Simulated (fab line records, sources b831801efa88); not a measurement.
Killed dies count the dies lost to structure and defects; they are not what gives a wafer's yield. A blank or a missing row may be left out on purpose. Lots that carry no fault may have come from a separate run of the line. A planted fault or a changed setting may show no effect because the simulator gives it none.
Check of tool commonality ; flow gf180mcu ; Lots sampled 11, wafers sampled 33

## REASON IT WAS OPENED
Flagged at GF_M2_CD_MEAS_14: reading cd-nm, on 1 of 11 lots. Wafers without a fault read 279.9 nm, standard deviation 1.2.
Rule: a lot is flagged in two cases, either no wafer of it has a number, or all its wafers with numbers fall more than 4 standard deviations from that mean. As for the other lots, they are considered sound.

lot;measured;on;cd-nm (nm), wafer by wafer;flag
L617;day 19 03:34;cd-sem-02;280.3 278.9 281.1;
L621;day 20 21:04;cd-sem-02;263.9 268.5 264.4;FLAGGED
L628;day 23 11:16;cd-sem-01;278.3 278.0 278.7;
L629;day 23 20:16;cd-sem-02;279.1 278.1 278.9;
L630;day 24 02:38;cd-sem-01;278.6 279.5 279.9;
L631;day 24 08:22;cd-sem-02;279.6 279.0 278.5;
L632;day 24 20:28;cd-sem-02;281.6 280.7 280.8;
L633;day 25 01:50;cd-sem-01;280.8 280.8 280.4;
L636;day 25 21:08;cd-sem-01;280.0 280.3 279.3;
L637;day 26 04:51;cd-sem-02;280.2 278.7 279.4;
L640;day 26 22:47;cd-sem-01;278.7 278.7 278.8;
Average over the flagged lots: 265.6 nm; offset from the usual -14.3 nm, equal to -12 standard deviations.

## WHICH TOOL EACH LOT WENT THROUGH
2 process steps preceding the reading are held in the record, out of 602 steps in the route. Read each cell as the tool, then ch plus the chambers that the sampled wafers visited, then the start.
lot;flag;GF_V1_CMP_26;GF_M2_EXPOSE_11
L617;;cmp-02 ch 0,2,3, day 18 03:05;krf-scanner-02 ch 0, day 18 15:56
L621;FLAGGED;cmp-01 ch 0,3, day 19 20:00;krf-scanner-02 ch 0, day 20 09:14
L628;;cmp-02 ch 0,3, day 22 11:50;krf-scanner-02 ch 0, day 23 00:06
L629;;cmp-01 ch 0,2, day 22 21:23;krf-scanner-01 ch 0, day 23 09:00
L630;;cmp-02 ch 0,2, day 23 03:15;krf-scanner-02 ch 0, day 23 15:28
L631;;cmp-02 ch 0,1,3, day 23 10:05;krf-scanner-02 ch 0, day 23 21:49
L632;;cmp-01 ch 0,2,3, day 23 21:46;krf-scanner-02 ch 0, day 24 09:34
L633;;cmp-01 ch 0,2, day 24 03:35;krf-scanner-01 ch 0, day 24 15:25
L636;;cmp-01 ch 0,2, day 24 23:35;krf-scanner-01 ch 0, day 25 10:38
L637;;cmp-01 ch 1,2, day 25 07:31;krf-scanner-01 ch 0, day 25 18:53
L640;;cmp-02 ch 2,3, day 26 02:14;krf-scanner-02 ch 0, day 26 13:26
These steps, and what they do:
- GF_V1_CMP_26: polishes, stops on SiO2, t overpolish 15 s, target thk 0 nm.
- GF_M2_EXPOSE_11: exposes mask Metal2, target cd 280 nm.
- GF_M2_CD_MEAS_14: target cd 280 nm.

## FLAGGED OVER TOTAL, TOOL BY TOOL (the gauges that took the reading come last)
step;tool;lots run;flagged;share of the flagged lots;sound lots run after its first flagged lot
GF_V1_CMP_26;cmp-01;6;1;all;5 (L629,L632,L633,L636,L637)
GF_V1_CMP_26;cmp-02;5;0;none;-
GF_M2_EXPOSE_11;krf-scanner-01;4;0;none;-
GF_M2_EXPOSE_11;krf-scanner-02;7;1;all;5 (L628,L630,L631,L632,L640)
GF_M2_CD_MEAS_14;cd-sem-01;5;0;none;-
GF_M2_CD_MEAS_14;cd-sem-02;6;1;all;4 (L629,L631,L632,L637)

## WHAT THE TABLE PERMITS
Rows of the table that ran every flagged lot, 3 in all: cmp-01 at GF_V1_CMP_26, krf-scanner-02 at GF_M2_EXPOSE_11, cd-sem-02 at GF_M2_CD_MEAS_14.
- cmp-01 at GF_V1_CMP_26: 1 of its 6 lots flagged. After the first flagged lot (L629, L632, L633, L636, L637), sound lots still ran on it; a lasting fault on the whole tool would not permit that.
- krf-scanner-02 at GF_M2_EXPOSE_11: 1 of its 7 lots flagged. After the first flagged lot (L628, L630, L631, L632, L640), sound lots still ran on it; a lasting fault on the whole tool would not permit that. Its own readings lie more than 4 standard deviations out on every wafer of the flagged lots: exposure-dose-mJ-cm2.
- cd-sem-02 at GF_M2_CD_MEAS_14: 1 of its 6 lots flagged. After the first flagged lot (L629, L631, L632, L637), sound lots still ran on it; a lasting fault on the whole tool would not permit that.
Every row of the table either missed a flagged lot or ran a sound lot after the first.

## WHAT HAD BEEN PUT IN BY THE SIMULATOR
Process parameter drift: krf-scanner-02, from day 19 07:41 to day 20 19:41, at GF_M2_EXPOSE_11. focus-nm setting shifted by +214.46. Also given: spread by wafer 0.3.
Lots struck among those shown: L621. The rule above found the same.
